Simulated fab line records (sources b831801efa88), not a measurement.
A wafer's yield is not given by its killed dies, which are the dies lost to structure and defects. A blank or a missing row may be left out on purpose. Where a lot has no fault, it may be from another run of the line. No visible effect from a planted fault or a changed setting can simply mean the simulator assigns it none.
Comparing a struck lot with a sound one / flow sky130 / 18 out of 708 route steps
Sound: these wafers, L522.1, L522.2, L522.4. Struck: wafer L531.2. (L531.1 of the same lot was not struck and is left out.) The cause comes at the end.
For every step that has rows: the tool of each side, followed by ch and its chambers, followed by its first start. Under that, the readings that differ: sound wafers / struck wafers / difference of the means / sigmas: that difference in standard deviations of wafers without a fault.
alike: readings whose means differ by less than 2 such deviations, and words and numbers that are the same on both sides. not compared: withheld readings, readings that some wafer has no value for, bounds like >300 that may hide the same value, and numbers for which the record gives no deviation and whose values overlap.
The two part at a step that has a row with sigmas, a row that says differs or no value, or rows on one side only. Numbers that have no deviation but don't overlap get no sigmas and don't part them. Lack of a reading on every wafer of one side parts them only where that side has two or more wafers.

first, 2 steps without rows for these wafers: SKY_CONTACT_PEB_12; SKY_CONTACT_DEVELOP_13 (develop time 60 s).
SKY_CONTACT_CD_MEAS_14 targets a cd of 170 nm.
  sound on cd-sem-02, day 33 12:31; struck on cd-sem-02, day 36 09:10
  alike: cd-nm
SKY_CONTACT_OVL_MEAS_15:
  sound on overlay-01, day 33 12:38; struck on overlay-02, day 36 09:17
  alike: CONTACT_OVL
SKY_CONTACT_ETCH_16: etches BARC in N2/H2, stops on SiO2, time 45.9 s, target depth 60 nm.
  sound on rie-diel-03 ch 0,1,3, day 33 12:40; struck on rie-diel-04 ch 3, day 36 09:19
reading=rf-hours-counter-h (h); sound=20 8 11; struck=6; difference=-7; sigmas=
  alike: drypump-motor-current-A, oes-product-au, rf-fwd-power-W, throttle-valve-pct
then, 1 step without rows for these wafers: SKY_CONTACT_ETCH_17 (etches SiO2 in C4F8/O2/Ar, stops on Si3N4, target depth 340 nm).
SKY_CONTACT_ETCH_18: etches Si3N4 in CHF3/O2, stops on TiN, time 39 s, target depth 75 nm.
  sound: rie-diel-03 ch 0,1,3; struck: rie-diel-04 ch 3
reading=rf-hours-counter-h (h); sound=20 8 11; struck=6; difference=-7; sigmas=
  alike: drypump-motor-current-A, oes-product-au, rf-fwd-power-W, throttle-valve-pct
SKY_CONTACT_STRIP_19: strips in O2/N2.
  sound on plasma-asher-03 ch 0,1, day 33 12:49; struck on plasma-asher-04 ch 1, day 36 09:26
reading=drypump-motor-current-A (A); sound=5.2 5.4 5.2; struck=6.2; difference=+0.9; sigmas=+2
  alike: oes-product-au, strip-time-to-endpoint-s
  not compared: rf-hours-counter-h
then, 3 steps without rows for these wafers: SKY_CONTACT_STRIP_20 (strips in post etch residue remover, time 1200 s); SKY_CONTACT_CLEAN_21 (cleans in IPA, time 180 s); SKY_CONTACT_CLEAN_22 (cleans in O3/DIW).
SKY_CONTACT_SPUTTER_23: material TiN, target thk 20 nm, time 80 s.
  sound on pvd-sputter-03, day 33 13:24; struck on pvd-sputter-03, day 36 10:02
  alike: throttle-valve-pct
SKY_CONTACT_CVD_24: deposits W, target thk 340 nm, time 102.12 s.
  sound on cvd-w-02 ch 0,1, day 33 13:28; struck on cvd-w-02 ch 0, day 36 10:06
reading=model.W_of_CONTACT_CVD_24.thk-nm (nm); sound=340.9 337.7 338; struck=613.7; difference=+274.8; sigmas=
  alike: chamber-pressure-Torr, heater-power-w
SKY_CONTACT_RS_MEAS_25: uses a four-point probe to measure.
  sound on film-metro-04, day 33 13:34; struck on film-metro-04, day 36 10:32
reading=CONTACT_W_RS (ohm/sq); sound=0.337 0.339 0.339; struck=0.186; difference=-0.152; sigmas=-42
  not compared: hold
SKY_CONTACT_THK_MEAS_26: measures by xrf.
  sound on film-metro-04, day 33 13:41; struck on film-metro-04, day 36 13:31
  not compared: hold, CONTACT_W_THK
SKY_CONTACT_CMP_27: polishes, stops on SiO2, t overpolish 15 s, target thk 0 nm.
  sound on cmp-01 ch 0,1,2, day 33 13:47; struck on cmp-01 ch 2, day 36 16:04
reading=hold; sound=- - -; struck=await-dispo/2.4h/release; difference=no value on the sound wafers; sigmas=
reading=time-to-endpoint-s (s); sound=79.0 80.2 80.9; struck=144.9; difference=+64.9; sigmas=+22
  alike: motor-current-A
SKY_METAL1_SPUTTER_00: material Ti, target thk 15 nm, time 10 s.
  sound on pvd-sputter-01, day 33 14:05; struck on pvd-sputter-04, day 36 16:22
  alike: throttle-valve-pct
-- the record jumps here: 13 days lie between the struck wafers' starts before and after (it left off in module METAL1 and takes up again in module PAD_OPEN, whose first step shown is number 708 of the route) --
SKY_PAD_OPEN_PROBE_99:
  sound on prober-02, day 47 15:32; struck on prober-02, day 49 18:32
  alike: killed_at_M0_to_M3, killed_at_M4_up, killed-at-contacts, killed-at-front-end, killed-at-other, killed-dies, killed-open, killed-short

WHERE THEY PART
Earliest at SKY_CONTACT_STRIP_19; latest, in this record, at SKY_CONTACT_CMP_27. Later steps at which nothing parts them and some readings are alike: SKY_METAL1_SPUTTER_00, SKY_PAD_OPEN_PROBE_99.

WHY: the cause the simulator had injected
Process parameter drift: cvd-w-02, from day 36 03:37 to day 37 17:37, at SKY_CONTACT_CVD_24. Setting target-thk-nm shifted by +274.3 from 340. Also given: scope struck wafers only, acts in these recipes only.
